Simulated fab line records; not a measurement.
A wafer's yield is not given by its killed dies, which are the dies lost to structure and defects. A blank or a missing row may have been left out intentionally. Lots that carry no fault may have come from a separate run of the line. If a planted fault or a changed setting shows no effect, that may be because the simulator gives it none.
What tool caused it? + flow gf180mcu + 7 lots with 21 wafers sampled at 4 steps, on a route of 602 steps

WHAT THE GAUGES READ, wafer by wafer
GF_NSD_TW_MEAS_12.
| lot  | measured     | on           | NSD_TW         |
|------|--------------|--------------|----------------|
| L437 | day 14 01:23 | filmMetro-02 | 4264 4263 4263 |
| L439 | day 14 15:11 | filmMetro-01 | 4216 4227 4254 |
| L441 | day 15 05:59 | filmMetro-02 | 4227 4247 4253 |
| L444 | day 16 08:06 | filmMetro-01 | 4213 4191 4214 |
| L447 | day 17 06:22 | filmMetro-02 | 4291 4297 4312 |
| L458 | day 20 20:16 | filmMetro-02 | 4227 4243 4240 |

WHAT TOOL EACH LOT RAN ON (gives the tool, then ch and the chambers of the sampled wafers, and finally the start)
| lot  | GF_VT_IMPLANT_STRIP_42              | GF_HV_LDD_DEVELOP_45             | GF_HV_LDD_RTA_52                |
|------|-------------------------------------|----------------------------------|---------------------------------|
| L437 | plasmaAsher-02 ch 0,1, day 7 21:22  | lithoTrack-02 ch 0, day 13 01:25 | rtpAnneal-01 ch 0, day 13 02:05 |
| L439 | plasmaAsher-02 ch 0,1, day 8 08:04  | lithoTrack-01 ch 0, day 13 14:36 | rtpAnneal-01 ch 0, day 13 15:16 |
| L441 | plasmaAsher-04 ch 0,1, day 8 21:22  | lithoTrack-03 ch 0, day 14 05:20 | rtpAnneal-02 ch 0, day 14 05:58 |
| L444 | plasmaAsher-02 ch 0,1, day 9 20:57  | lithoTrack-02 ch 0, day 15 05:34 | rtpAnneal-02 ch 0, day 15 06:12 |
| L447 | plasmaAsher-02 ch 0,1, day 10 16:24 | lithoTrack-02 ch 0, day 16 03:37 | rtpAnneal-01 ch 0, day 16 04:17 |
| L449 | plasmaAsher-04 ch 0,1, day 11 03:10 | lithoTrack-01, day 16 19:03      | rtpAnneal-02 ch 0, day 16 19:42 |
| L458 | plasmaAsher-01 ch 0,1, day 13 17:19 | lithoTrack-01 ch 0, day 19 16:31 | rtpAnneal-01 ch 0, day 19 17:11 |
- GF_VT_IMPLANT_STRIP_42: strips in O2/N2.
- GF_HV_LDD_DEVELOP_45: develop time 60 s.
- GF_HV_LDD_RTA_52: time 10 s.

THE ANSWER, worked out from the rows above alone
Rule: the usual values come from the lots themselves. Put in order of their means at a reading, lots are off if they are a third of the lots or fewer, leave a main group of 4 or more, and stand apart from it by a gap of 3 or more times the standard deviation of the main group's means; of several such gaps the widest counts. A main group is skipped when, at the precision printed for the reading in the tables above, its means are all equal. A lot without any number at a reading at which 4 lots or more have one is off too. Where the step has rows for the other lots, those lots are counted as sound.
No lot is off at any reading shown: from this, nothing can be told.

WHAT THE SIMULATOR HAD INSERTED
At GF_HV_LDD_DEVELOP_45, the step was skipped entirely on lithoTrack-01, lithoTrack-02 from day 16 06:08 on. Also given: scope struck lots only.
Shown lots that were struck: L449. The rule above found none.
